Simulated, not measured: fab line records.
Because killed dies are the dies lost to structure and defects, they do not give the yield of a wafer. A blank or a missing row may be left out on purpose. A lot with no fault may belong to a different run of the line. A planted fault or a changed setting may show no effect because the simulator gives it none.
Comparing a struck lot with a sound one + flow gf180mcu + 15 steps out of a route of 602
Sound: wafers L373.3, L373.5, L373.6. Struck: wafer L377.4; the same lot's L377.6 was not struck, so it is left out; see the end for the cause.
Each step with rows lists, per side, the tool, then ch with its chambers, then its first start. Under that, the readings that differ: sound wafers + struck wafers + difference of the means + sigmas: that difference in standard deviations of wafers without a fault.
alike: words and numbers the same on both sides, and readings whose means are apart by under 2 such deviations; not compared: readings that were withheld, readings missing a value for some wafer, numbers with overlapping values and no deviation given by the record, and bounds like >300 which may hide the same value.
The two part at a step that has a row with sigmas, a row that says differs or no value, or rows on one side only. Non-overlapping numbers with no deviation appear without sigmas and do not part them. A reading that every wafer of one side lacks parts them only if that side has two wafers or more.

GF_HV_LDD_TW_MEAS_50:
  sound: film-metro-03 at day 16 09:00; struck: film-metro-03 at day 17 16:04
  alike: HV_LDD_4_TW
then, 1 step without rows for these wafers: GF_HV_LDD_CLEAN_51 (cleans in SC1/SC2, time 150 s).
GF_HV_LDD_RTA_52: time 10 s.
  sound on rtp-anneal-02 ch 0, day 16 09:07; struck on rtp-anneal-01 ch 0, day 17 16:11
  alike: chamber-o2-ppm, lamp-power-pct, wafer_temp_C_max
GF_HV_LDD_RS_MEAS_53: measures by four-point-probe.
  sound: film-metro-02 at day 16 09:12; struck: film-metro-01 at day 17 16:16
| reading            | sound             | struck | difference | sigmas |
|--------------------|-------------------|--------|------------|--------|
| HV_LDD_RS (ohm/sq) | 417.9 416.7 416.4 | 419.9  | +2.9       | +3     |
then, 1 step without rows for these wafers: GF_HV_LDD_CVD_54 (deposits SiO2 from TEOS, target thk 10 nm, time 75 s).
GF_HV_LDD_THK_MEAS_55:
  sound: film-metro-03 at day 16 10:19; struck: film-metro-02 at day 17 17:23
  alike: HV_LDD_CVD_54_THK
then, 1 step without rows for these wafers: GF_HV_LDD_CVD_56 (deposits Si3N4 from DCS/NH3, target thk 90 nm, time 1543 s).
GF_HV_LDD_THK_MEAS_57:
  sound: film-metro-02 at day 16 12:31; struck: film-metro-02 at day 17 18:52
  alike: HV_LDD_CVD_56_THK
GF_HV_LDD_ETCHBACK_58: etches Si3N4 in CH3F/O2, stops on SiO2, time 100 s, target depth 90 nm.
  sound on rie-diel-04 ch 0,2,3, day 16 12:34; struck on rie-diel-02 ch 3, day 17 18:54
  alike: ch3f-flow-sccm, drypump-motor-current-A, oes-product-au, throttle-valve-pct
  not compared: rf-hours-counter-h
then, 3 steps without rows for these wafers: GF_NSD_DEHYDRATE_00 (time 60 s); GF_NSD_HMDS_01 (prime time 60 s); GF_NSD_COAT_02 (resist thk 1000 nm).
GF_NSD_SOFTBAKE_03: time 60 s.
  sound on litho-track-03 ch 0, day 17 00:01; struck on litho-track-03 ch 0, day 18 06:38
| reading                  | sound             | struck | difference | sigmas |
|--------------------------|-------------------|--------|------------|--------|
| heater-power-total-W (W) | 56.64 56.62 56.67 | 57.59  | +0.95      | +24    |
| run-length-s (s)         | 89.50 89.35 89.27 | 86.33  | -3.04      | -20    |
then, 1 step without rows for these wafers: GF_NSD_EXPOSE_04 (exposes mask Nplus, target cd 400 nm).
-- the record jumps here: 15 days lie between the struck wafers' starts before and after (it left off in module NSD and takes up again in module PASSIVATION, whose first step shown is number 602 of the route) --
GF_PASSIVATION_PROBE_99:
  only the struck wafers here have rows in the record (prober-02, day 33 14:03); the sound ones have none

WHERE THEY PART
At GF_HV_LDD_RS_MEAS_53 first; at GF_PASSIVATION_PROBE_99 last (within this record only).

WHY: whatever the simulator had introduced
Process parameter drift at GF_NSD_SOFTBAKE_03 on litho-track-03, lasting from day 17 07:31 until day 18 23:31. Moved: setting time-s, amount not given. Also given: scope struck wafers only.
